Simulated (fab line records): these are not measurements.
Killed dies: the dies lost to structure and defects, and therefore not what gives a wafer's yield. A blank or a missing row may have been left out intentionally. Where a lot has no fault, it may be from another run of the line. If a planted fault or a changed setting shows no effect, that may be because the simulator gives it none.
fab line records	flow sky130
record lots=6	wafers=18	last_day=50
route steps=708 shown CONTACT@432 METAL1@434 PAD_OPEN@708
lots that met no fault: from a run of the same line without faults
start_h: hours from the record's opening day to when the first of the lot's shown wafers began	wait_h: hours from the lot's prior step to this one	" identical to the entry in the row above	L1.1+2: several wafers, shown together as one row	- no value present, or no start provided	* or withheld: withheld	< > ~ a bound
route shown NAME@n: names a module that has steps shown in the file, with the first one's number in the route	usual: mean and standard deviation over wafers with no fault	same: alike in all rows	chamber/n: place in a boat	sites: per-site readings	_std_site: their standard deviation	_edge_site: inner sites' mean taken away from outer sites' mean	radius_mm: how far each site lies from the wafer's centre	mask NAME#n: copy n	behind: the last tool/chamber to shape the wafer	hold: reason for holding the lot/hours on hold/outcome of the hold	device: the n, p or np transistor that did not switch	end of line: tests of these same wafers at the route's end	step lacking rows: just its recipe	killed: dies that structure and defects cost at the first sort, which is not the same as the wafer's yield	map: dies across one wafer; x = killed, . = not, _ = none there
set.NAME: the setting the step ran with; set.NAME@STEP: the setting that earlier step ran with	model.NAME: the simulator's own value behind a step, which no gauge read
certain route steps with their lots: each step a table, each wafer a row
services: from which hour (start_h, from the record's first day; less than 0 if before it) a tool's chamber was out of use, for how many hours, and why
## steps
# step SKY_CONTACT_THK_MEAS_26
# recipe thk_meas_gauge=xrf	reads=W_of_CONTACT_CVD_24
# usual CONTACT_W_THK=342/5
lot.wafer	tool	chamber	start_h	wait_h	CONTACT_W_THK[nm]
L642.2	film_metro-03	-	759.19	0.1	343
L642.5	"	-	"	"	342
L642.6	"	-	"	"	342
L645.3	film_metro-02	-	785.17	0.1	337
L645.5	"	-	"	"	346
L645.6	"	-	"	"	338
L651.1	film_metro-03	-	828.59	0.1	337
L651.2	"	-	"	"	342
L651.6	"	-	"	"	335
L653.1	film_metro-02	-	839.20	0.1	339
L653.4	"	-	"	"	341
L653.5	"	-	"	"	337
L661.2	film_metro-03	-	896.66	0.1	354
L661.3	"	-	"	"	344
L661.5	"	-	"	"	346
L663.1	film_metro-03	-	913.85	0.1	336
L663.5	"	-	"	"	346
L663.6	"	-	"	"	335
# step SKY_CONTACT_CMP_27
# recipe stop_on=SiO2	t_overpolish_s=15	down_force_psi=3.5	platen_rpm=60	target_thk_nm=0	pad_velocity_m_s=0.94248
# usual head_pressure_psi=3.500/0.0073	motor_current_A=11.4/0.99	overpolish_run_s=15.000/0.0094	time_to_endpoint_s=81.4/2.8
lot.wafer	tool	chamber	start_h	wait_h	head_pressure_psi	motor_current_A	overpolish_run_s	time_to_endpoint_s
L642.2	cmp-01	0	759.29	0.1	3.516	11.6	15.003	78.0
L642.6	"	3	"	"	3.495	12.4	14.993	78.5
L642.5	"	0	"	"	3.526	11.4	15.000	79.5
L645.3	cmp-01	0	785.31	0.1	3.490	11.4	14.993	80.5
L645.6	"	2	"	"	3.504	10.3	15.011	82.3
L645.5	"	3	"	"	3.506	12.5	14.999	85.1
L651.2	cmp-02	1	828.75	0.1	3.497	12.6	14.997	85.7
L651.1	"	2	"	"	3.503	9.2	14.993	82.3
L651.6	"	0	"	"	3.498	11.9	15.000	80.7
L653.4	cmp-02	0	839.36	0.1	3.498	12.7	14.992	78.5
L653.1	"	1	"	"	3.508	12.6	15.020	78.4
L653.5	"	2	"	"	3.492	9.5	14.987	80.0
L661.3	cmp-01	0	896.76	0.1	3.490	11.5	15.009	81.4
L661.2	"	2	"	"	3.498	10.5	14.990	83.2
L661.5	"	0	"	"	3.492	11.6	14.984	81.5
L663.1	cmp-02	2	914.01	0.1	3.500	9.4	14.997	83.8
L663.6	"	0	"	"	3.500	11.8	15.009	81.2
L663.5	"	1	"	"	3.494	12.7	14.989	87.6
# step SKY_METAL1_SPUTTER_00
# recipe material=Ti	target_thk_nm=15	power_w=3000	time_s=10	chamber_pressure_pa=0.4
# step SKY_METAL1_SPUTTER_01
# recipe material=TiN	target_thk_nm=20	power_w=6500	time_s=16.7	chamber_pressure_pa=0.4
# usual throttle_valve_pct=30.0/0.91
lot.wafer	tool	chamber	start_h	wait_h	throttle_valve_pct
L642.2	pvd_sputter-02	-	759.56	0.0	30.5
L642.5	"	-	"	"	29.9
L642.6	"	-	"	"	30.5
L645.3	pvd_sputter-02	-	785.53	0.0	29.7
L645.5	"	-	"	"	30.7
L645.6	"	-	"	"	32.1
L651.1	pvd_sputter-03	-	828.97	0.0	30.1
L651.2	"	-	"	"	30.1
L651.6	"	-	"	"	30.1
L653.1	pvd_sputter-03	-	839.58	0.0	29.7
L653.4	"	-	"	"	29.6
L653.5	"	-	"	"	28.2
L661.2	pvd_sputter-01	-	897.03	0.0	29.3
L661.3	"	-	"	"	30.8
L661.5	"	-	"	"	30.7
L663.1	pvd_sputter-03	-	914.23	0.0	29.9
L663.5	"	-	"	"	29.8
L663.6	"	-	"	"	29.9
# step SKY_METAL1_SPUTTER_02
# recipe material=AlCu	target_thk_nm=250	power_w=10600	time_s=13.3	chamber_pressure_pa=0.4
# step SKY_METAL1_SPUTTER_03
# recipe material=Ti	target_thk_nm=5	power_w=3000	time_s=3.3	chamber_pressure_pa=0.4
# usual throttle_valve_pct=30.0/0.88
lot.wafer	tool	chamber	start_h	wait_h	throttle_valve_pct
L642.2	pvd_sputter-02	-	759.61	0.0	30.6
L642.5	"	-	"	"	29.6
L642.6	"	-	"	"	30.9
L645.3	pvd_sputter-02	-	785.58	0.0	30.0
L645.5	"	-	"	"	30.9
L645.6	"	-	"	"	32.2
L651.1	pvd_sputter-03	-	829.02	0.0	30.1
L651.2	"	-	"	"	29.9
L651.6	"	-	"	"	30.1
L653.1	pvd_sputter-03	-	839.63	0.0	29.8
L653.4	"	-	"	"	29.8
L653.5	"	-	"	"	28.4
L661.2	pvd_sputter-01	-	897.08	0.0	29.5
L661.3	"	-	"	"	30.7
L661.5	"	-	"	"	30.9
L663.1	pvd_sputter-03	-	914.28	0.0	29.9
L663.5	"	-	"	"	29.9
L663.6	"	-	"	"	29.8
# step SKY_METAL1_SPUTTER_04
# recipe material=TiN	target_thk_nm=70	power_w=6500	time_s=58.3	chamber_pressure_pa=0.4
# step SKY_METAL1_RS_MEAS_05
# recipe thk_meas_gauge=four-point-probe	reads=TiN_of_METAL1_SPUTTER_04+Ti_of_METAL1_SPUTTER_03+AlCu_of_METAL1_SPUTTER_02+TiN_of_METAL1_SPUTTER_01+Ti_of_METAL1_SPUTTER_00
# usual METAL1_ALCU_RS=0.1265/0.0012
lot.wafer	tool	chamber	start_h	wait_h	METAL1_ALCU_RS[ohm/sq]
L642.2	film_metro-02	-	759.70	0.0	0.1284
L642.5	"	-	"	"	0.1264
L642.6	"	-	"	"	0.1282
L645.3	film_metro-01	-	785.69	0.1	0.1255
L645.5	"	-	"	"	0.1272
L645.6	"	-	"	"	0.1249
L651.1	film_metro-03	-	829.09	0.0	0.1269
L651.2	"	-	"	"	0.1249
L651.6	"	-	"	"	0.1266
L653.1	film_metro-01	-	839.70	0.0	0.1272
L653.4	"	-	"	"	0.1276
L653.5	"	-	"	"	0.1282
L661.2	film_metro-01	-	897.17	0.0	0.1244
L661.3	"	-	"	"	0.1256
L661.5	"	-	"	"	0.1269
L663.1	film_metro-03	-	914.35	0.0	0.1274
L663.5	"	-	"	"	0.1285
L663.6	"	-	"	"	0.1277
# step SKY_METAL1_THK_MEAS_06
# recipe thk_meas_gauge=xrf	reads=AlCu_of_METAL1_SPUTTER_02
# usual METAL1_ALCU_THK=250.8/2.5
lot.wafer	tool	chamber	start_h	wait_h	METAL1_ALCU_THK[nm]
L642.2	film_metro-02	-	759.81	0.1	244.8
L642.5	"	-	"	"	248.6
L642.6	"	-	"	"	243.1
L645.3	film_metro-01	-	785.79	0.1	253.8
L645.5	"	-	"	"	248.2
L645.6	"	-	"	"	252.8
L651.1	film_metro-03	-	829.21	0.1	251.5
L651.2	"	-	"	"	252.6
L651.6	"	-	"	"	251.0
L653.1	film_metro-01	-	839.82	0.1	250.3
L653.4	"	-	"	"	250.7
L653.5	"	-	"	"	247.8
L661.2	film_metro-01	-	897.28	0.1	252.5
L661.3	"	-	"	"	249.2
L661.5	"	-	"	"	247.7
L663.1	film_metro-03	-	914.47	0.1	251.2
L663.5	"	-	"	"	250.9
L663.6	"	-	"	"	250.0
# step SKY_METAL1_DEHYDRATE_07
# recipe temp_c=200	time_s=60
# step SKY_METAL1_HMDS_08
# recipe prime_time_s=60	prime_temp_c=120
# step SKY_METAL1_COAT_09
# recipe resist=BARC	temp_c=withheld	time_s=withheld	spin_rpm=3000	resist_thk_nm=60
# step SKY_METAL1_COAT_10
# recipe resist=KrF-thick	spin_rpm=3000	resist_thk_nm=450
lot.wafer	tool	chamber	start_h	wait_h	model.KrF-thick_of_METAL1_COAT_10.thk_nm
L642.2	litho_track-02	0	772	-	447.7
L642.5	"	0	773	-	448.8
L642.6	"	0	"	"	449.1
L645.3	litho_track-01	0	798	-	450
L645.5	"	0	"	"	451.1
L645.6	"	0	"	"	448.5
L651.1	litho_track-01	0	841	-	439.5
L651.2	"	0	"	"	440.4
L651.6	"	0	"	"	440.6
L653.1	litho_track-01	0	852	-	439
L653.4	"	0	"	"	439.3
L653.5	"	0	"	"	437.9
L661.2	litho_track-01	0	909	-	451.5
L661.3	"	0	"	"	450.4
L661.5	"	0	"	"	450.9
L663.1	litho_track-02	0	926	-	448.6
L663.5	"	0	"	"	450.3
L663.6	"	0	"	"	449.7
# step SKY_METAL1_SOFTBAKE_11
# recipe temp_c=100	time_s=94.48	resist=KrF-thick
# usual plate_sensor_t_centre_C=100.88/0.011	plate_sensor_t_edge_C=100.95/0.01
lot.wafer	tool	chamber	start_h	wait_h	plate_sensor_t_centre_C	plate_sensor_t_edge_C
L642.2	litho_track-02	0	-	-	100.90	100.97
L642.5	"	0	"	"	100.87	100.95
L642.6	"	0	"	"	100.87	100.97
L645.3	litho_track-01	0	-	-	100.88	100.96
L645.5	"	0	"	"	100.89	100.96
L645.6	"	0	"	"	100.90	100.95
L651.1	litho_track-01	0	-	-	100.90	100.94
L651.2	"	0	"	"	100.88	100.96
L651.6	"	0	"	"	100.87	100.97
L653.1	litho_track-01	0	-	-	100.87	100.98
L653.4	"	0	"	"	100.87	100.93
L653.5	"	0	"	"	100.87	100.95
L661.2	litho_track-01	0	-	-	100.88	100.97
L661.3	"	0	"	"	100.88	100.97
L661.5	"	0	"	"	100.88	100.97
L663.1	litho_track-02	0	-	-	100.88	100.97
L663.5	"	0	"	"	100.87	100.94
L663.6	"	0	"	"	100.86	100.95
# step SKY_METAL1_EXPOSE_12
# recipe mask_id=MM1	na=0.8	source_shape=annular	sigma_inner=0.55	sigma_outer=0.85	target_cd_nm=140	dose_mj=28
# step SKY_METAL1_PEB_13
# recipe peb_temp_c=withheld	peb_time_s=withheld	resist=KrF-thick
# step SKY_METAL1_DEVELOP_14
# recipe develop_time_s=60	resist=KrF-thick	dev_temp_c=21
# step SKY_METAL1_CD_MEAS_15
# recipe target_cd_nm=140
# usual cd_nm=140.0/1.6
lot.wafer	tool	chamber	start_h	wait_h	cd_nm
L642.2	cd_sem-01	-	786.82	-	139.0
L642.5	"	-	"	"	140.1
L642.6	"	-	"	"	139.4
L645.3	cd_sem-02	-	812.29	-	138.3
L645.5	"	-	"	"	139.9
L645.6	"	-	"	"	138.4
L651.1	cd_sem-01	-	854.70	-	138.9
L651.2	"	-	"	"	140.2
L651.6	"	-	"	"	137.0
L653.1	cd_sem-02	-	865.20	-	140.3
L653.4	"	-	"	"	139.6
L653.5	"	-	"	"	140.3
L661.2	cd_sem-01	-	922.09	-	140.0
L661.3	"	-	"	"	140.7
L661.5	"	-	"	"	139.6
L663.1	cd_sem-01	-	939.25	-	141.4
L663.5	"	-	"	"	142.2
L663.6	"	-	"	"	142.0
# step SKY_METAL1_OVL_MEAS_16
# usual METAL1_OVL=-2/5.4
lot.wafer	tool	chamber	start_h	wait_h	METAL1_OVL[nm]
L642.2	overlay-01	-	786.92	0.1	-13
L642.5	"	-	"	"	-8
L642.6	"	-	"	"	-9
L645.3	overlay-02	-	812.38	0.1	-2
L645.5	"	-	"	"	0
L645.6	"	-	"	"	1
L651.1	overlay-02	-	854.82	0.1	5
L651.2	"	-	"	"	-5
L651.6	"	-	"	"	3
L653.1	overlay-02	-	865.32	0.1	5
L653.4	"	-	"	"	4
L653.5	"	-	"	"	10
L661.2	overlay-01	-	922.19	0.1	-3
L661.3	"	-	"	"	-4
L661.5	"	-	"	"	-3
L663.1	overlay-02	-	939.37	0.1	2
L663.5	"	-	"	"	-1
L663.6	"	-	"	"	-5
# step SKY_METAL1_DESCUM_17
# recipe chemistry=O2	source_power_w=150	bias_power_w=0	pressure_mtorr=10	temp_c=40	time_s=8
# step SKY_METAL1_ETCH_18
# recipe chemistry=N2/H2	target=BARC	ion_energy_ev=200	bias_w=100	pressure_mtorr=30	n2_flow_sccm=100	h2_flow_sccm=200	icp_w=500	stop_on=SiO2	time_s=45.9	target_depth_a=600
# usual drypump_motor_current_A=5.5/0.34	oes_product_au=0.856/0.0044	throttle_valve_pct=13.226/0.0077
lot.wafer	tool	chamber	start_h	wait_h	drypump_motor_current_A	oes_product_au	rf_hours_counter_h	throttle_valve_pct
L642.2	rie_metal-04	0	786.98	0.0	5.7	0.845	3	13.230
L642.5	"	1	"	"	6.1	0.861	-	13.233
L642.6	"	0	"	"	5.7	0.853	-	13.217
L645.3	rie_metal-04	1	812.46	0.0	6.1	0.852	-	13.233
L645.5	"	1	"	"	6.1	0.857	-	13.237
L645.6	"	0	"	"	5.7	0.855	-	13.233
L651.1	rie_metal-04	0	854.89	0.0	5.7	0.855	6	13.230
L651.2	"	1	"	"	6.1	0.849	15	13.235
L651.6	"	0	"	"	5.7	0.860	-	13.223
L653.1	rie_metal-04	0	865.38	0.0	5.7	0.854	6	13.219
L653.4	"	0	"	"	5.7	0.854	-	13.218
L653.5	"	0	"	"	5.7	0.851	-	13.218
L661.2	rie_metal-04	0	922.26	0.0	5.7	0.859	8	13.228
L661.3	"	1	"	"	6.1	0.856	-	13.238
L661.5	"	1	"	"	6.1	0.845	-	13.228
L663.1	rie_metal-03	0	939.44	0.0	5.2	0.858	6	13.228
L663.5	"	0	"	"	5.2	0.852	-	13.228
L663.6	"	1	"	"	5.4	0.858	-	13.235
# step SKY_METAL1_METAL_ETCH_19
# recipe target_depth_a=3600	stop_on=SiO2	over_etch_frac=0.3	time_s=78	chemistry=Cl2/BCl3	resist_sidewall_deg=88	pressure_mtorr=10	icp_w=900	bias_w=48.5	Cl2_flow_sccm=60	bcl3_flow_sccm=30
# usual drypump_motor_current_A=5.5/0.35	oes_product_au=0.855/0.0055	throttle_valve_pct=22.264/0.0098
lot.wafer	tool	chamber	start_h	wait_h	drypump_motor_current_A	oes_product_au	rf_hours_counter_h	throttle_valve_pct	model.KrF-thick_of_METAL1_COAT_10.thk_nm
L642.2	rie_metal-04	0	787.05	0.0	5.7	0.847	3	22.264	155.5
L642.5	"	1	"	"	6.1	0.865	-	22.279	156.2
L642.6	"	0	"	"	5.7	0.846	-	22.274	158.1
L645.3	rie_metal-04	1	812.53	0.1	6.0	0.858	-	22.265	160.3
L645.5	"	1	"	"	6.1	0.849	-	22.264	158.8
L645.6	"	0	"	"	5.7	0.851	-	22.262	156.7
L651.1	rie_metal-04	0	854.95	0.0	5.7	0.852	6	22.272	150.4
L651.2	"	1	"	"	6.1	0.856	15	22.280	151.6
L651.6	"	0	"	"	5.7	0.856	-	22.264	150.8
L653.1	rie_metal-04	0	865.45	0.0	5.7	0.861	6	22.261	148.9
L653.4	"	0	"	"	5.7	0.848	-	22.250	148.3
L653.5	"	0	"	"	5.7	0.844	-	22.250	150.6
L661.2	rie_metal-04	0	922.32	0.0	5.7	0.856	8	22.276	161.1
L661.3	"	1	"	"	6.1	0.848	-	22.265	162.4
L661.5	"	1	"	"	6.1	0.857	-	22.275	160.4
L663.1	rie_metal-03	0	939.50	0.0	5.1	0.851	6	22.277	160
L663.5	"	0	"	"	5.1	0.851	-	22.247	160
L663.6	"	1	"	"	5.4	0.854	-	22.247	158.7
# step SKY_METAL1_STRIP_20
# recipe chemistry=O2/N2	power_w=1400	pressure_mtorr=1500	platen_temp_c=withheld	o2_flow_sccm=3000	n2_flow_sccm=300	overash_fraction=0.5
# step SKY_PAD_OPEN_PROBE_99
# usual defect_limited_yield=82.1/1.8	killed_at_M0_to_M3=44/6.2	killed_at_M4_up=3.3/1.7	killed_at_contacts=24/4.9	killed_at_front_end=16/5	killed_at_other=0.3/0.48	killed_dies=88/9	killed_open=48/7	killed_short=39/6.1	sort_bin_3_pad_short=0.9/0.46	sort_bin_5_function=10.6/1.4	sort_bin_6_memory=6.4/1.1	sort_n_pass=404/9	sort_yield_pct=82.1/1.8
# same gross_dies=492	killed_at_back_side=0	sort_bin_4_leakage[%]=0	sort_bin_8_speed[%]=0
lot.wafer	tool	chamber	start_h	wait_h	defect_limited_yield[%]	killed_at_M0_to_M3	killed_at_M4_up	killed_at_contacts	killed_at_front_end	killed_at_other	killed_dies	killed_open	killed_short	sort_bin_3_pad_short[%]	sort_bin_5_function[%]	sort_bin_6_memory[%]	sort_n_pass	sort_yield_pct[%]
L642.6	prober-01	-	1090.83	0.2	83.9	37	3	22	16	1	79	46	28	0.4	10.6	5.1	413	83.9
L645.3	prober-02	-	1111.00	0.2	81.9	48	2	21	18	0	89	49	38	1.0	12.0	5.1	403	81.9
L645.6	prober-02	-	1111.15	0.2	86.2	33	5	15	15	0	68	35	30	1.2	8.3	4.3	424	86.2
L653.1	prober-02	-	1150.44	0.1	83.9	40	2	21	16	0	79	44	34	0.4	8.3	7.3	413	83.9
L653.4	prober-02	-	1150.59	0.2	81.3	41	4	23	23	1	92	42	50	0.8	11.0	6.9	400	81.3
L653.5	prober-02	-	1150.64	0.2	81.7	46	7	24	13	0	90	56	33	0.4	9.8	8.1	402	81.7
L661.2	prober-02	-	1189.87	0.1	83.1	43	1	27	12	0	83	47	36	0.8	8.7	7.3	409	83.1
L661.3	prober-02	-	1189.92	0.2	77.4	51	1	37	21	1	111	71	40	0.8	12.0	9.8	381	77.4
L661.5	prober-02	-	1190.02	0.2	82.3	44	2	26	15	0	87	40	47	0.8	11.0	5.9	405	82.3
# killed by level:class
L642.6 VIA1:geometric_particle:open=10 FIELD_ISO:geometric_particle:open=7 CONTACT:geometric_particle:open=6 LI_CONTACT:geometric_particle:open=6 METAL1:geometric_particle:short=6 VIA3:geometric_particle:open=6 VIA2:geometric_particle:open=4 FIELD_ISO:geometric_particle:short=3
L645.3 VIA1:geometric_particle:open=14 CONTACT:geometric_particle:open=11 METAL1:geometric_particle:short=8 METAL3:geometric_particle:short=7 FIELD_ISO:geometric_particle:short=6 VIA2:geometric_particle:open=6 LI_CONTACT:geometric_particle:open=4 VIA1:geometric_particle:short=4
L645.6 METAL2:geometric_particle:short=6 CONTACT:geometric_particle:open=6 VIA1:geometric_particle:open=6 METAL1:geometric_particle:short=5 POLY_GATE:geometric_particle:open=4 LI_CONTACT:geometric_particle:open=4 VIA2:geometric_particle:open=4 METAL4:geometric_particle:short=4
L653.1 CONTACT:geometric_particle:open=11 VIA1:geometric_particle:open=9 VIA1:geometric_particle:short=8 METAL2:geometric_particle:short=7 LI_CONTACT:geometric_particle:open=5 POLY_GATE:geometric_particle:short=4 VIA3:geometric_particle:open=4 SPACER:geometric_particle:open=3
L653.4 CONTACT:geometric_particle:open=9 LOCAL_INTERCONNECT:geometric_particle:short=7 METAL2:geometric_particle:short=7 METAL1:geometric_particle:short=6 POLY_CUT:geometric_particle:open=5 VIA2:geometric_particle:short=5 VIA1:geometric_particle:short=5 VIA1:geometric_particle:open=5
L653.5 VIA1:geometric_particle:open=16 CONTACT:geometric_particle:open=12 METAL4:geometric_particle:short=6 POLY_GATE:geometric_particle:open=5 VIA2:geometric_particle:open=5 VIA3:geometric_particle:open=5 LI_CONTACT:geometric_particle:open=4 METAL2:geometric_particle:short=4
L661.2 VIA1:geometric_particle:open=15 CONTACT:geometric_particle:open=10 CONTACT:geometric_particle:short=9 VIA1:geometric_particle:short=6 LI_CONTACT:geometric_particle:open=5 VIA3:geometric_particle:open=5 VIA2:geometric_particle:open=5 POLY_GATE:geometric_particle:short=4
L661.3 VIA2:geometric_particle:open=19 CONTACT:geometric_particle:open=16 LI_CONTACT:geometric_particle:open=10 VIA3:geometric_particle:open=8 VIA1:geometric_particle:open=7 METAL2:geometric_particle:short=6 VIA3:geometric_particle:short=6 FIELD_ISO:geometric_particle:open=5
L661.5 VIA1:geometric_particle:open=10 CONTACT:geometric_particle:open=8 LOCAL_INTERCONNECT:geometric_particle:short=7 VIA1:geometric_particle:short=6 LI_CONTACT:geometric_particle:open=5 METAL2:geometric_particle:short=5 VIA2:geometric_particle:short=5 VIA2:geometric_particle:open=5
## services
tool	chamber	start_h	hours	kind
cmp-02	-	739.39	1.2	repair
cmp-02	-	740.82	0.4	repair
cmp-02	-	744.00	4.0	pm
cmp-02	-	751.46	6.3	pm
rie_metal-03	0	757.57	18.7	repair
pvd_sputter-03	-	761.98	3.0	repair
cmp-01	-	762.72	8.1	pm
rie_metal-03	-	772.41	0.4	repair
rie_metal-04	-	774.45	0.9	repair
cmp-02	-	784.70	2.3	repair
cmp-02	-	788.88	1.8	repair
pvd_sputter-02	-	794.24	9.0	repair
pvd_sputter-01	-	803.65	39.1	repair
cmp-01	-	806.47	1.4	repair
cmp-01	-	843.55	3.4	repair
cmp-02	-	914.81	5.0	pm
cmp-01	-	920.84	4.0	pm
pvd_sputter-02	-	924.27	0.6	repair
cmp-02	-	924.84	12.0	pm
rie_metal-04	1	927.99	-	clean
rie_metal-04	1	927.99	14.9	scheduled_down
rie_metal-04	1	927.99	14.9	vent_cycle
pvd_sputter-02	-	928.96	2.4	repair
cmp-01	-	929.32	5.5	repair
## key
first_sign none at tools or gauges
model_effect step=SKY_METAL1_COAT_10	value=KrF-thick_of_METAL1_COAT_10.thk_nm	without=449.9	struck=439.4
model_effect step=SKY_METAL1_METAL_ETCH_19	value=KrF-thick_of_METAL1_COAT_10.thk_nm	without=160.6	struck=150.1
met_at SKY_METAL1_COAT_10
struck_wafers L651.1,L651.2,L651.6,L653.1,L653.4,L653.5
onset_between 798 841
fault kind=process_parameter_drift	tool=litho_track-01	chamber=-	onset_h=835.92	steps=SKY_METAL1_COAT_10	channel=resist_thk_nm	offset=-10.49	shape=step	end_h=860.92	acts_in=these_recipes_only	stated=450
